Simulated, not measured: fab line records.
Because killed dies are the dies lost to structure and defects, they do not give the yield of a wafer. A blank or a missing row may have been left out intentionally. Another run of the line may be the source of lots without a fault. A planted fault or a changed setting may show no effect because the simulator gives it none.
Comparing a struck lot with a sound one -- flow sfq-line -- 14 out of 325 route steps
Sound: these wafers, L318.2, L318.3, L318.5. Struck: wafer L312.4 (L312.3, L312.6, from the same lot, were not struck and are left out); the cause is given at the end.
Order at every step that has rows: each side's tool, ch and its chambers, its first start. Under that, the readings that differ: sound wafers -- struck wafers -- difference of the means -- sigmas: that difference in standard deviations of wafers without a fault.
alike: readings whose means differ by less than 2 such deviations, and words and numbers that are the same on both sides. not compared: withheld readings, readings that some wafer has no value for, bounds like >300 that may hide the same value, and numbers for which the record gives no deviation and whose values overlap.
A row with sigmas, a row that says differs or no value, or rows on one side alone: a step with any of these is where the two part. Non-overlapping numbers with no deviation appear without sigmas and do not part them. A reading missing from all wafers of one side parts the sides only when that side holds two or more wafers.

first, 2 steps without rows for these wafers: SFQ_TRILAYER_I1_VIA_STRIP_SOLV_CLEAN_054 (cleans in NMP, time 600 s); SFQ_TRILAYER_M2_DEP_PRE_CLEAN_056 (time 22.5 s).
SFQ_TRILAYER_M2_DEP_SPUTTER_055: material Nb, target thk 200 nm, time 133.3 s.
  sound on pvd-sputter-04, day 34 03:17; struck on pvd-sputter-05, day 29 04:23
  alike: substrate-temp-c, throttle-valve-pct
SFQ_M2_RS_MEAS_914: uses a four-point probe to measure.
  sound on film-metro-03, day 34 03:24; struck on film-metro-03, day 29 04:31
reading,sound,struck,difference,sigmas
M2_NB_RS (ohm/sq),0.888 0.903 0.904,0.861,-0.037,-3
then, 6 steps without rows for these wafers: SFQ_TRILAYER_M2_LITHO_COAT_062 (resist thk 62 nm); SFQ_TRILAYER_M2_LITHO_COAT_057 (resist thk 600 nm); SFQ_TRILAYER_M2_LITHO_SOFTBAKE_061; SFQ_TRILAYER_M2_LITHO_EXPOSE_058 (exposes mask M2, target cd 500 nm); SFQ_TRILAYER_M2_LITHO_PEB_060 (peb time 60 s); SFQ_TRILAYER_M2_LITHO_DEVELOP_059 (time 60 s).
-- the record jumps here: 6 days lie between the struck wafers' starts before and after --
SFQ_M2_OVL_MEAS_916:
  sound on overlay-02, day 39 17:27; struck on overlay-01, day 35 15:53
  alike: M2_OVL
SFQ_TRILAYER_M2_BARC_OPEN_METAL_ETCH_077: etches BARC in O2, target depth 125 nm, time 41.7 s.
  sound on rie-metal-01 ch 0,1, day 39 17:29; struck on rie-metal-02 ch 1, day 35 15:56
reading,sound,struck,difference,sigmas
model.KrF_of_TRILAYER_M2_LITHO_COAT_057.thk-nm (nm),522.4 524.4 521,506.6,-16.0,
  alike: drypump-motor-current-A, oes-product-au, rf-fwd-power-W
  not compared: rf-hours-counter-h
SFQ_TRILAYER_M2_ETCH_METAL_ETCH_060: etches Nb in Cl2/Ar, stops on SiO2, target depth 240 nm, time 120 s.
  sound on rie-metal-01 ch 0,1, day 39 17:32; struck on rie-metal-02 ch 1, day 35 16:01
reading,sound,struck,difference,sigmas
oes-product-au (a.u.),0.895 0.890 0.879,0.909,+0.021,+3
model.KrF_of_TRILAYER_M2_LITHO_COAT_057.thk-nm (nm),385 390.9 384.6,370.5,-16.3,
  alike: drypump-motor-current-A, rf-fwd-power-W
  not compared: rf-hours-counter-h
SFQ_TRILAYER_M2_STRIP_STRIP_061: strips in O2.
  sound on rie-metal-01 ch 0,1, day 39 17:40; struck on rie-metal-02 ch 1, day 35 16:18
  alike: drypump-motor-current-A, oes-product-au
  not compared: rf-hours-counter-h

## WHERE THEY PART
Last at SFQ_TRILAYER_M2_ETCH_METAL_ETCH_060 as far as this record goes, first at SFQ_M2_RS_MEAS_914. Later steps at which nothing parts them and some readings are alike: SFQ_TRILAYER_M2_STRIP_STRIP_061.

WHY: what the simulator had put in
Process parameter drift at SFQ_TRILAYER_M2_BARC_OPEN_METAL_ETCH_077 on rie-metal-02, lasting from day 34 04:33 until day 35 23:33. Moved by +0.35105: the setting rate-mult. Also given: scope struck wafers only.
